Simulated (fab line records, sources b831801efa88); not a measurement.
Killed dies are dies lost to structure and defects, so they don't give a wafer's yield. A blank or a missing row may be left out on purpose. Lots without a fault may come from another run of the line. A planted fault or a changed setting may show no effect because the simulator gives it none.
fab line records | flow sky130 | part 1 of 2: steps 1 to 4 of 6
record lots=22 wafers=66 last_day=50
route steps=708 shown VIA1@472 VIA2@521 CAP2M@617 METAL4@635
lots that met no fault: from a run of the same line without faults
start_h: hours from the record's first day to the start of the lot's first wafer shown | wait_h: hours since the lot's step before | " the same as in the row above | L1.1+2: a row that stands for several wafers | - no value, or no start given | * or withheld: withheld | < > ~ a bound
route shown NAME@n: a module of which the file shows steps, and the number in the route of the first | usual: mean/standard deviation of fault-free wafers | same: alike in all rows | chamber/n: place in a boat | sites: the reading at each site | _std_site: their standard deviation | _edge_site: outer sites' mean less inner sites' | radius_mm: how far each site lies from the wafer's centre | mask NAME#n: copy n | behind: the tool/chamber that last shaped the wafer | hold: why the lot was held/for how many hours/how that ended | device: the transistor (n, p or np) that didn't switch | end of line: the same wafers' tests at the end of the route | a step without rows: its recipe alone | killed: dies lost to structure and defects at the first sort, not the wafer's yield | map: a wafer's dies, x killed, . not, _ none there
set.NAME: the setting as run; set.NAME@STEP: as run at that earlier step | model.NAME: the simulator's own value behind a step, which no gauge read
steps of the route over a sample of lots; a table a step, a row a wafer
services: from which hour (start_h, from the record's first day; less than 0 if before it) a tool's chamber was out of use, for how many hours, and why
## steps
# step SKY_VIA1_ETCH_14
# recipe chemistry=N2/H2 target=BARC ion_energy_ev=200 source_w=500 bias_w=100 pressure_mtorr=30 n2_flow_sccm=100 h2_flow_sccm=200 stop_on=SiO2 time_s=45.9 target_depth_a=600
# usual drypump_motor_current_A=5.6/0.42 h2_flow_sccm=200.0/0.6 oes_product_au=0.854/0.0047 rf_fwd_power_W=494.6/1.8 throttle_valve_pct=13.225/0.0091
# columns lot.wafer tool chamber start_h wait_h drypump_motor_current_A h2_flow_sccm oes_product_au rf_fwd_power_W rf_hours_counter_h throttle_valve_pct
L074.2 rie_diel-04 3 793.99 0.0 6.6 199.8 0.853 494.7 21 13.217
L074.3 " 1 " " 6.2 199.5 0.852 495.5 0 13.227
L074.4 " 0 " " 5.8 199.8 0.852 497.4 6 13.238
L075.1 rie_diel-01 2 802.69 0.0 5.1 200.9 0.856 494.3 7 13.237
L075.4 " 3 " " 5.8 199.2 0.848 492.7 27 13.233
L075.5 " 2 " " 5.1 200.0 0.851 495.7 - 13.213
L076.2 rie_diel-04 0 807.44 0.0 5.8 200.5 0.852 495.6 7 13.235
L076.3 " 1 " " 6.2 200.2 0.852 495.2 1 13.218
L076.6 " 2 " " 6.1 201.0 0.853 495.9 - 13.243
L077.1 rie_diel-01 3 816.32 0.0 5.9 200.3 0.865 492.1 27 13.231
L077.4 " 3 " " 5.9 200.9 0.845 493.8 - 13.222
L077.5 " 2 " " 5.2 200.3 0.854 494.3 - 13.238
L078.1 rie_diel-01 2 818.09 0.0 5.1 199.9 0.853 494.9 7 13.227
L078.4 " 2 " " 5.2 199.1 0.855 495.6 - 13.251
L078.6 " 3 " " 5.8 200.7 0.852 493.1 - 13.213
L079.2 rie_diel-04 0 825.07 0.0 5.8 199.1 0.856 494.7 7 13.228
L079.4 " 3 " " 6.6 200.8 0.861 495.2 22 13.221
L079.6 " 1 " " 6.2 200.2 0.851 495.0 - 13.214
L080.3 rie_diel-03 1 834.97 0.0 5.5 199.9 0.857 493.8 10 13.213
L080.5 " 3 " " 5.1 199.6 0.856 492.1 - 13.219
L080.6 " 2 " " 5.2 199.3 0.839 496.5 - 13.214
L082.1 rie_diel-03 3 848.07 0.0 5.2 199.7 0.853 495.4 7 13.223
L082.3 " 2 " " 5.2 200.6 0.853 494.6 6 13.219
L082.6 " 1 " " 5.5 199.6 0.853 492.9 - 13.222
L083.1 rie_diel-01 0 857.52 0.0 5.8 201.3 0.856 495.0 5 13.220
L083.2 " 1 " " 5.5 200.2 0.847 492.0 8 13.225
L083.6 " 0 " " 5.8 201.1 0.852 493.8 - 13.222
L084.1 rie_diel-01 0 867.17 0.0 5.8 200.2 0.857 495.0 6 13.213
L084.3 " 2 " " 5.2 200.6 0.857 492.3 9 13.212
L084.6 " 1 " " 5.5 200.5 0.859 493.4 - 13.230
L085.1 rie_diel-03 3 874.62 0.0 5.2 200.7 0.855 494.8 8 13.219
L085.4 " 1 " " 5.5 199.8 0.856 494.3 12 13.223
L085.6 " 0 " " 5.3 200.0 0.854 497.7 - 13.206
L086.1 rie_diel-01 2 886.69 0.0 5.2 199.7 0.853 495.5 9 13.225
L086.3 " 1 " " 5.5 199.4 0.865 494.6 8 13.206
L086.6 " 1 " " 5.5 200.3 0.844 495.9 - 13.214
L087.1 rie_diel-04 1 893.99 0.0 6.1 199.7 0.856 495.2 3 13.219
L087.2 " 2 " " 6.1 199.4 0.856 496.1 10 13.228
L087.5 " 2 " " 6.1 199.8 0.850 496.1 - 13.240
L088.2 rie_diel-03 3 898.02 0.0 5.2 199.7 0.854 493.6 9 13.217
L088.5 " 0 " " 5.2 200.4 0.850 497.4 - 13.232
L088.6 " 1 " " 5.5 201.0 0.855 492.7 - 13.221
L091.1 rie_diel-04 3 916.39 0.0 6.6 199.6 0.856 498.9 25 13.233
L091.2 " 1 " " 6.2 199.3 0.858 495.6 4 13.228
L091.5 " 1 " " 6.1 199.3 0.851 495.2 - 13.223
L089.2 rie_diel-01 1 917.87 0.0 5.5 200.1 0.859 492.8 9 13.215
L089.4 " 1 " " 5.5 199.7 0.860 491.5 - 13.226
L089.6 " 0 " " 5.8 199.4 0.867 492.8 - 13.211
L092.1 rie_diel-01 0 944.52 0.0 5.8 199.4 0.850 494.6 8 13.230
L092.3 " 3 " " 5.9 200.8 0.857 490.5 2 13.217
L092.6 " 2 " " 5.1 200.0 0.856 492.1 - 13.239
L093.1 rie_diel-03 1 945.99 0.0 5.5 200.4 0.854 495.3 14 13.218
L093.3 " 0 " " 5.3 200.9 0.857 496.0 16 13.220
L093.4 " 2 " " 5.2 200.2 0.857 494.5 9 13.243
L094.3 rie_diel-01 2 946.92 0.0 5.1 199.7 0.854 493.5 11 13.228
L094.4 " 3 " " 5.9 200.4 0.851 493.1 2 13.225
L094.6 " 3 " " 5.9 201.0 0.854 495.4 - 13.224
L095.4 rie_diel-03 3 947.46 0.0 5.1 199.3 0.851 494.4 - 13.223
L095.5 " 1 " " 5.5 201.7 0.856 492.8 - 13.240
L095.6 " 2 " " 5.2 199.6 0.852 497.0 - 13.232
L096.1 rie_diel-03 1 948.89 0.0 5.5 199.7 0.848 492.9 14 13.239
L096.2 " 2 " " 5.2 199.2 0.846 496.4 9 13.222
L096.3 " 3 " " 5.2 200.3 0.851 492.5 10 13.224
L097.3 rie_diel-04 2 954.12 0.0 6.2 200.9 0.849 498.6 13 13.232
L097.5 " 2 " " 6.1 200.6 0.846 494.5 - 13.233
L097.6 " 3 " " 6.6 199.9 0.859 496.0 - 13.225
# step SKY_VIA1_STRIP_16
# recipe chemistry=O2/N2 power_w=1400 pressure_mtorr=1500 platen_temp_c=withheld o2_flow_sccm=3000 n2_flow_sccm=300 overash_fraction=0.5
# usual drypump_motor_current_A=6.0/0.49 oes_product_au=0.415/0.0046 strip_time_to_endpoint_s=4.47/0.034
# columns lot.wafer tool chamber start_h wait_h drypump_motor_current_A oes_product_au rf_hours_counter_h strip_time_to_endpoint_s
L074.2 plasma_asher-03 1 794.08 0.0 5.6 0.410 5 4.45
L074.3 " 1 " " 5.6 0.414 - 4.41
L074.4 " 0 " " 5.8 0.414 - 4.43
L075.1 plasma_asher-02 0 802.78 0.0 6.8 0.422 37 4.54
L075.4 " 0 " " 6.8 0.413 - 4.46
L075.5 " 0 " " 6.7 0.424 - 4.53
L076.2 plasma_asher-03 0 807.52 0.0 5.8 0.424 6 4.49
L076.3 " 1 " " 5.5 0.412 - 4.48
L076.6 " 0 " " 5.8 0.412 - 4.42
L077.1 plasma_asher-03 0 816.41 0.0 5.8 0.412 6 4.44
L077.4 " 1 " " 5.5 0.414 - 4.43
L077.5 " 1 " " 5.6 0.410 - 4.51
L078.1 plasma_asher-04 0 818.18 0.0 6.5 0.414 99 4.50
L078.4 " 1 " " 5.8 0.417 - 4.50
L078.6 " 0 " " 6.5 0.419 - 4.43
L079.2 plasma_asher-02 0 825.16 0.0 6.8 0.421 39 4.51
L079.4 " 1 " " 5.5 0.417 - 4.49
L079.6 " 1 " " 5.5 0.412 - 4.47
L080.3 plasma_asher-04 1 835.09 0.1 5.8 0.414 - 4.50
L080.5 " 1 " " 5.8 0.415 - 4.50
L080.6 " 0 " " 6.6 0.418 - 4.51
L082.1 plasma_asher-04 0 848.16 0.0 6.5 0.422 102 4.48
L082.3 " 0 " " 6.5 0.415 - 4.46
L082.6 " 0 " " 6.5 0.416 - 4.46
L083.1 plasma_asher-02 1 857.61 0.0 5.5 0.411 42 4.43
L083.2 " 0 " " 6.8 0.417 42 4.47
L083.6 " 0 " " 6.7 0.417 - 4.42
L084.1 plasma_asher-03 0 867.26 0.0 5.8 0.415 12 4.44
L084.3 " 0 " " 5.8 0.414 - 4.49
L084.6 " 0 " " 5.8 0.421 - 4.46
L085.1 plasma_asher-04 1 874.71 0.0 5.8 0.428 104 4.50
L085.4 " 1 " " 5.8 0.420 - 4.50
L085.6 " 1 " " 5.8 0.421 - 4.44
L086.1 plasma_asher-03 1 886.78 0.0 5.6 0.421 14 4.52
L086.3 " 0 " " 5.8 0.410 - 4.47
L086.6 " 0 " " 5.8 0.416 - 4.46
L087.1 plasma_asher-04 0 894.08 0.0 6.5 0.411 106 4.48
L087.2 " 1 " " 5.7 0.412 106 4.43
L087.5 " 0 " " 6.6 0.414 - 4.45
L088.2 plasma_asher-03 0 898.11 0.0 5.8 0.418 15 4.50
L088.5 " 1 " " 5.5 0.413 - 4.45
L088.6 " 0 " " 5.8 0.418 - 4.48
L091.1 plasma_asher-03 1 916.48 0.0 5.6 0.417 17 4.49
L091.2 " 0 " " 5.8 0.417 17 4.45
L091.5 " 1 " " 5.6 0.417 - 4.48
L089.2 plasma_asher-02 1 917.96 0.0 5.5 0.418 48 4.44
L089.4 " 0 " " 6.8 0.411 - 4.45
L089.6 " 1 " " 5.5 0.416 - 4.41
L092.1 plasma_asher-04 0 944.61 0.0 6.6 0.417 111 4.44
L092.3 " 0 " " 6.6 0.416 - 4.46
L092.6 " 1 " " 5.8 0.409 - 4.53
L093.1 plasma_asher-02 0 946.08 0.0 6.7 0.412 51 4.51
L093.3 " 0 " " 6.7 0.411 - 4.43
L093.4 " 1 " " 5.5 0.421 - 4.49
L094.3 plasma_asher-02 1 947.04 0.1 5.5 0.429 - 4.54
L094.4 " 0 " " 6.8 0.412 - 4.46
L094.6 " 1 " " 5.5 0.419 - 4.47
L095.4 plasma_asher-02 1 947.56 0.0 5.5 0.407 - 4.54
L095.5 " 0 " " 6.8 0.420 - 4.53
L095.6 " 1 " " 5.5 0.420 - 4.52
L096.1 plasma_asher-03 1 948.98 0.0 5.6 0.421 20 4.48
L096.2 " 0 " " 5.8 0.415 20 4.48
L096.3 " 0 " " 5.8 0.414 - 4.52
L097.3 plasma_asher-02 1 954.25 0.1 5.5 0.411 - 4.43
L097.5 " 0 " " 6.8 0.406 - 4.45
L097.6 " 1 " " 5.5 0.413 - 4.47
# step SKY_VIA1_CMP_24
# recipe stop_on=SiO2 t_overpolish_s=15 down_force_psi=3.5 platen_rpm=60 target_thk_nm=0 pad_velocity_m_s=0.94248
# usual edge_zone_pressure_frac=1.000/0.0049 motor_current_A=11.3/1.2 overpolish_run_s=14.998/0.0097 time_to_endpoint_s=66/3.9
# columns lot.wafer tool chamber start_h wait_h edge_zone_pressure_frac motor_current_A overpolish_run_s time_to_endpoint_s
L074.4 cmp-02 3 795.11 0.0 0.999 12.3 14.995 60
L074.3 " 0 " " 1.006 9.5 14.996 68
L074.2 " 2 " " 0.996 11.5 15.004 63
L075.4 cmp-01 2 804.26 0.1 0.995 10.6 15.003 65
L075.1 " 0 " " 1.001 11.3 14.988 64
L075.5 " 2 " " 0.991 10.6 14.998 68
L076.2 cmp-02 0 808.46 0.0 0.994 9.5 14.996 63
L076.3 " 1 " " 0.994 11.2 15.004 61
L076.6 " 1 " " 0.993 11.0 15.003 64
L077.1 cmp-01 0 817.44 0.1 0.995 11.0 15.012 66
L077.4 " 1 " " 1.010 10.4 14.995 58
L077.5 " 2 " " 1.009 10.7 14.987 67
L078.1 cmp-02 0 819.10 0.1 0.996 9.2 14.994 65
L078.4 " 2 " " 1.000 11.0 14.997 62
L078.6 " 1 " " 1.007 10.8 15.009 64
L079.4 cmp-01 0 826.22 0.1 1.004 11.4 15.006 67
L079.2 " 1 " " 0.992 10.5 14.997 63
L079.6 " 2 " " 0.994 10.8 14.997 70
L080.3 cmp-02 1 836.11 0.1 0.990 11.2 14.999 63
L080.6 " 3 " " 0.998 12.3 14.995 58
L080.5 " 0 " " 1.001 9.7 15.002 67
L082.3 cmp-02 2 849.18 0.1 0.993 11.3 14.980 58
L082.1 " 3 " " 1.004 12.2 14.979 63
L082.6 " 1 " " 1.003 10.9 14.996 63
L083.2 cmp-01 3 858.72 0.1 0.995 14.0 14.986 65
L083.1 " 0 " " 1.003 11.7 14.998 65
L083.6 " 1 " " 1.003 10.7 14.989 58
L084.3 cmp-02 3 868.34 0.1 1.007 11.2 15.020 62
L084.1 " 1 " " 1.001 11.4 15.017 66
L084.6 " 3 " " 0.998 12.3 15.001 64
L085.1 cmp-02 1 875.74 0.1 0.998 10.9 14.997 66
L085.4 " 2 " " 1.000 11.1 14.995 63
L085.6 " 3 " " 1.008 12.1 15.002 64
L086.3 cmp-01 2 887.78 0.0 0.999 11.1 15.014 68
L086.1 " 0 " " 0.999 11.6 15.005 66
L086.6 " 2 " " 0.999 10.8 15.007 70
L087.2 cmp-02 2 895.20 0.1 0.999 11.4 14.995 66
L087.1 " 3 " " 1.000 12.4 14.981 63
L087.5 " 0 " " 1.003 8.9 15.008 70
L088.2 cmp-01 0 899.14 0.1 0.993 11.2 15.006 69
L088.6 " 2 " " 1.000 10.5 14.996 71
L088.5 " 3 " " 0.998 12.9 15.000 66
L091.1 cmp-02 3 917.45 0.1 0.992 11.8 14.993 65
L091.2 " 1 " " 0.993 11.4 15.000 69
L091.5 " 3 " " 1.001 11.8 15.004 66
L089.2 cmp-02 1 918.89 0.0 1.000 11.2 14.998 66
L089.4 " 2 " " 1.002 11.7 15.008 61
L089.6 " 1 " " 1.003 11.4 15.002 68
L092.1 cmp-01 2 945.63 0.1 1.001 10.9 15.001 76
L092.3 " 1 " " 0.993 10.8 14.978 69
L092.6 " 2 " " 1.005 11.0 15.005 75
L093.1 cmp-02 3 947.06 0.1 1.007 12.2 15.004 66
L093.4 " 0 " " 1.008 9.7 14.992 72
L093.3 " 2 " " 1.003 11.2 14.989 66
L094.3 cmp-01 0 948.04 0.1 1.004 11.2 14.989 68
L094.4 " 2 " " 0.998 11.0 15.002 70
L094.6 " 0 " " 0.999 11.1 15.005 64
L095.4 cmp-02 3 948.61 0.1 1.005 12.3 14.994 65
L095.5 " 1 " " 0.998 11.0 14.982 68
L095.6 " 2 " " 1.008 11.2 14.978 62
L096.3 cmp-01 3 950.39 0.0 0.997 13.9 14.999 69
L096.1 " 0 " " 0.997 12.1 14.990 68
L096.2 " 2 " " 0.997 11.0 14.989 73
L097.3 cmp-01 2 955.39 0.1 0.997 10.7 15.002 72
L097.5 " 0 " " 1.001 11.6 15.005 70
L097.6 " 1 " " 1.001 10.6 15.004 66
# step SKY_VIA2_ETCH_14
# recipe chemistry=N2/H2 target=BARC ion_energy_ev=200 source_w=500 bias_w=100 pressure_mtorr=30 n2_flow_sccm=100 h2_flow_sccm=200 stop_on=SiO2 time_s=45.9 target_depth_a=600
# usual drypump_motor_current_A=5.6/0.6 h2_flow_sccm=200.0/0.54 oes_product_au=0.855/0.0052 rf_fwd_power_W=495.5/1.8 throttle_valve_pct=13.224/0.0084
# columns lot.wafer tool chamber start_h wait_h drypump_motor_current_A h2_flow_sccm oes_product_au rf_fwd_power_W rf_hours_counter_h throttle_valve_pct
L074.2 rie_diel-01 2 849.77 0.0 5.1 200.1 0.858 495.1 8 13.210
L074.3 " 1 " " 5.5 200.5 0.863 491.2 7 13.217
L074.4 " 2 " " 5.2 200.4 0.848 494.0 - 13.227
L075.1 rie_diel-02 3 859.29 0.0 4.7 199.4 0.857 494.9 16 13.228
L075.4 " 0 " " 4.7 200.9 0.847 497.2 - 13.225
L075.5 " 1 " " 5.3 200.4 0.857 496.9 - 13.231
L076.2 rie_diel-02 3 864.22 0.0 4.7 199.2 0.851 492.8 16 13.226
L076.3 " 2 " " 5.9 199.5 0.846 493.6 16 13.236
L076.6 " 3 " " 4.7 200.2 0.852 495.1 - 13.225
L077.1 rie_diel-04 3 872.49 0.0 6.6 200.1 0.852 496.0 23 13.229
L077.4 " 2 " " 6.1 199.0 0.853 495.4 10 13.238
L077.5 " 1 " " 6.2 200.2 0.851 495.9 - 13.208
L078.1 rie_diel-01 0 873.07 0.0 5.8 200.2 0.855 494.9 6 13.227
L078.4 " 2 " " 5.1 200.5 0.859 493.4 9 13.230
L078.6 " 3 " " 5.8 199.6 0.863 494.1 - 13.226
L079.2 rie_diel-01 2 881.62 0.0 5.2 199.5 0.854 495.7 9 13.227
L079.4 " 3 " " 5.9 200.1 0.861 494.8 0 13.221
L079.6 " 1 " " 5.5 200.1 0.860 494.0 - 13.229
L080.3 rie_diel-02 2 891.37 0.0 5.9 199.1 0.851 494.0 17 13.206
L080.5 " 1 " " 5.3 199.3 0.858 496.7 - 13.218
L080.6 " 0 " " 4.7 200.5 0.850 494.2 - 13.223
L082.1 rie_diel-01 0 903.37 0.0 5.8 200.4 0.850 494.5 6 13.227
L082.3 " 3 " " 5.8 199.8 0.859 493.9 1 13.229
L082.6 " 1 " " 5.5 200.2 0.860 496.5 - 13.239
L083.1 rie_diel-02 0 913.19 0.0 4.7 200.2 0.851 496.9 16 13.235
L083.2 " 2 " " 5.9 200.1 0.850 493.8 18 13.234
L083.6 " 2 " " 5.9 200.1 0.852 493.0 - 13.226
L084.1 rie_diel-04 2 921.99 0.0 6.1 199.7 0.850 496.3 11 13.221
L084.3 " 3 " " 6.6 200.4 0.854 499.7 25 13.238
L084.6 " 3 " " 6.6 199.9 0.854 497.2 - 13.214
L085.1 rie_diel-04 3 929.04 0.0 6.6 200.1 0.856 496.7 26 13.224
L085.4 " 1 " " 6.2 200.9 0.845 495.2 5 13.240
L085.6 " 2 " " 6.1 200.2 0.853 494.5 - 13.226
L086.1 rie_diel-01 2 940.59 0.0 5.2 199.9 0.864 492.6 11 13.228
L086.3 " 0 " " 5.8 200.6 0.849 492.8 8 13.217
L086.6 " 2 " " 5.2 200.6 0.866 496.5 - 13.215
L087.1 rie_diel-04 1 948.22 0.0 6.2 200.5 0.855 493.2 5 13.228
L087.2 " 2 " " 6.1 200.1 0.851 498.1 12 13.233
L087.5 " 1 " " 6.2 200.3 0.852 494.0 - 13.214
L088.2 rie_diel-02 2 951.74 0.0 5.9 199.8 0.847 493.1 19 13.215
L088.5 " 1 " " 5.3 200.5 0.844 495.3 - 13.221
L088.6 " 2 " " 6.0 199.0 0.854 492.8 - 13.213
L091.1 rie_diel-02 0 968.22 0.0 4.7 200.7 0.855 496.2 18 13.208
L091.2 " 3 " " 4.7 200.5 0.854 494.5 20 13.223
L091.5 " 0 " " 4.7 200.9 0.863 496.4 - 13.210
L089.2 rie_diel-02 0 970.07 0.0 4.7 199.1 0.854 499.8 18 13.239
L089.4 " 2 " " 5.9 199.7 0.855 495.0 20 13.224
L089.6 " 2 " " 5.9 199.8 0.860 494.9 - 13.224
L092.1 rie_diel-02 0 995.07 0.0 4.7 200.5 0.855 497.2 18 13.222
L092.3 " 1 " " 5.3 200.9 0.859 496.4 23 13.223
L092.6 " 0 " " 4.7 200.5 0.852 498.5 - 13.233
L093.1 rie_diel-01 1 997.42 0.0 5.5 198.5 0.859 493.8 10 13.211
L093.3 " 2 " " 5.2 199.3 0.858 497.5 12 13.222
L093.4 " 0 " " 5.8 200.5 0.856 494.0 10 13.222
L094.3 rie_diel-04 2 997.82 0.0 6.1 199.9 0.854 498.0 14 13.226
L094.4 " 1 " " 6.2 200.3 0.851 494.9 6 13.211
L094.6 " 3 " " 6.6 200.2 0.848 497.5 - 13.232
L095.4 rie_diel-02 3 998.39 0.0 4.7 199.8 0.859 496.6 21 13.218
L095.5 " 0 " " 4.7 199.7 0.851 497.2 - 13.227
L095.6 " 1 " " 5.3 200.1 0.865 494.9 - 13.243
L096.1 rie_diel-04 0 999.92 0.0 5.8 199.7 0.865 496.3 13 13.228
L096.2 " 2 " " 6.1 198.7 0.851 496.7 14 13.227
L096.3 " 1 " " 6.2 199.6 0.854 494.5 6 13.223
L097.3 rie_diel-04 1 1004.19 0.0 6.2 199.4 0.851 496.0 6 13.212
L097.5 " 3 " " 6.6 200.0 0.861 495.4 - 13.214
L097.6 " 2 " " 6.1 200.3 0.855 494.3 - 13.218
